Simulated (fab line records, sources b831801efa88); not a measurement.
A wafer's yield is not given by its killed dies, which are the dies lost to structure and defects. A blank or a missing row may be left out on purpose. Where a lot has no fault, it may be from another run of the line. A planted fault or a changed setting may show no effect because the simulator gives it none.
Which tool was responsible?    flow sky130    24 lots with 72 wafers sampled at 2 steps, on a route of 708 steps

== WHAT THE GAUGES SHOWED, per wafer ==
SKY_FIELD_ISO_THK_MEAS_02. Usual: FIELD_ISO_OXIDATION_00_THK 12.00 nm, standard deviation 0.26.
lot   measured     on             FIELD_ISO_OXIDATION_00_THK (nm)  flag
L074  day 1 12:11  film_metro-03  11.77 11.68 11.64                
L075  day 1 23:34  film_metro-01  12.24 12.20 12.28                
L076  day 1 23:34  film_metro-03  12.26 12.11 12.22                
L077  day 2 05:31  film_metro-01  12.21 12.17 12.15                
L078  day 2 09:56  film_metro-01  12.12 12.38 12.36                
L079  day 2 15:31  film_metro-03  12.60 12.54 12.59                
L080  day 2 21:10  film_metro-01  12.26 11.99 12.05                
L081  day 3 02:41  film_metro-01  12.09 12.19 12.33                
L082  day 3 06:55  film_metro-02  12.05 12.43 12.19                
L083  day 3 09:56  film_metro-02  11.85 12.07 11.75                
L084  day 3 15:40  film_metro-02  11.85 11.70 11.53                
L085  day 3 19:49  film_metro-03  12.16 12.03 12.19                
L086  day 3 23:56  film_metro-03  11.80 11.69 11.70                
L087  day 4 05:13  film_metro-02  11.36 11.47 11.51                
L088  day 4 11:08  film_metro-02  11.92 11.86 12.17                
L089  day 4 15:17  film_metro-02  11.88 11.62 11.98                
L090  day 4 19:41  film_metro-02  11.87 12.04 11.93                
L091  day 5 00:57  film_metro-02  12.24 12.11 12.19                
L092  day 5 06:01  film_metro-02  11.75 11.72 11.80                
L093  day 5 10:38  film_metro-02  11.87 11.85 11.88                
L094  day 5 15:38  film_metro-03  12.13 12.14 12.02                
L095  day 5 21:28  film_metro-03  11.70 11.88 11.87                
L096  day 6 01:55  film_metro-02  11.92 11.58 11.66                
L097  day 6 08:59  film_metro-02  11.83 11.82 11.95                

SKY_VT_ADJUST_NCORE_OVL_MEAS_08. Usual: VT_ADJUST_NCORE_OVL -0.8 nm, standard deviation 1.2.
lot   measured      on          VT_ADJUST_NCORE_OVL (nm)  flag
L074  day 9 04:44   overlay-02  -3.7 -0.6 -1.5            
L075  day 9 16:13   overlay-01  0.2 -0.1 -0.4             
L076  day 9 16:59   overlay-01  -0.8 -1.1 -0.3            
L077  day 9 22:38   overlay-02  -2.4 -0.3 -0.7            
L078  day 9 23:13   overlay-01  -1.8 0.0 -1.3             
L079  day 10 08:44  overlay-02  -1.6 -1.4 -1.2            
L080  day 10 13:35  overlay-01  -0.1 -0.7 -0.3            
L081  day 10 16:50  overlay-02  -1.6 0.8 0.1              
L082  day 11 06:28  overlay-02  -0.6 -0.7 -1.3            
L083  day 11 07:22  overlay-02  -1.2 -0.2 -2.1            
L084  day 11 14:05  overlay-02  1.1 -0.2 -1.3             
L085  day 11 19:32  overlay-02  -0.3 -0.2 -1.3            
L086  day 12 01:56  overlay-01  0.2 -0.4 -3.4             
L087  day 12 09:59  overlay-01  1.2 1.6 -1.3              
L088  day 12 18:16  overlay-02  -1.6 -0.7 0.6             
L089  day 13 00:40  overlay-02  -0.9 -0.9 -1.1            
L090  day 13 10:59  overlay-02  -0.7 1.2 -2.0             
L091  day 13 11:34  overlay-02  -1.0 0.8 1.1              
L092  day 13 17:07  overlay-02  -2.7 0.3 -2.9             
L093  day 14 08:38  overlay-02  -0.9 -0.8 -2.0            
L094  day 14 17:19  overlay-02  1.5 -0.2 -2.6             
L095  day 14 21:50  overlay-02  -0.6 -2.1 -1.0            
L096  day 15 01:35  overlay-01  -1.8 -3.2 -2.6            
L097  day 15 05:44  overlay-02  -0.3 -1.0 -0.5            

== WHAT TOOL EACH LOT RAN ON (gives the tool, then ch and the chambers of the sampled wafers, and finally the start) ==
The record shows no process step preceding these readings.

== AS READ BY THE TOOLS THEMSELVES (means over the sampled wafers that have a number; for cases with no such wafer, the mark the record gives instead) ==
The record holds no such reading with a usual standard deviation.

== THE ANSWER, worked out from the rows above alone ==
Rule: a lot is off if the mean of its wafers that have a number lies more than 3 standard deviations from the usual mean. Also off: a lot with no number at a reading for which 4 or more lots have one. All remaining lots with rows at the step are treated as sound. First the gauges in route order, then the tools' own readings, where a lot's mean is used as printed above. At the first step where some lot is off, the reading lying furthest off is the one used; lots without a number count as furthest.
Across all readings shown, no lot is off: no conclusion can be drawn from this.

== WHAT THE SIMULATOR PUT IN ==
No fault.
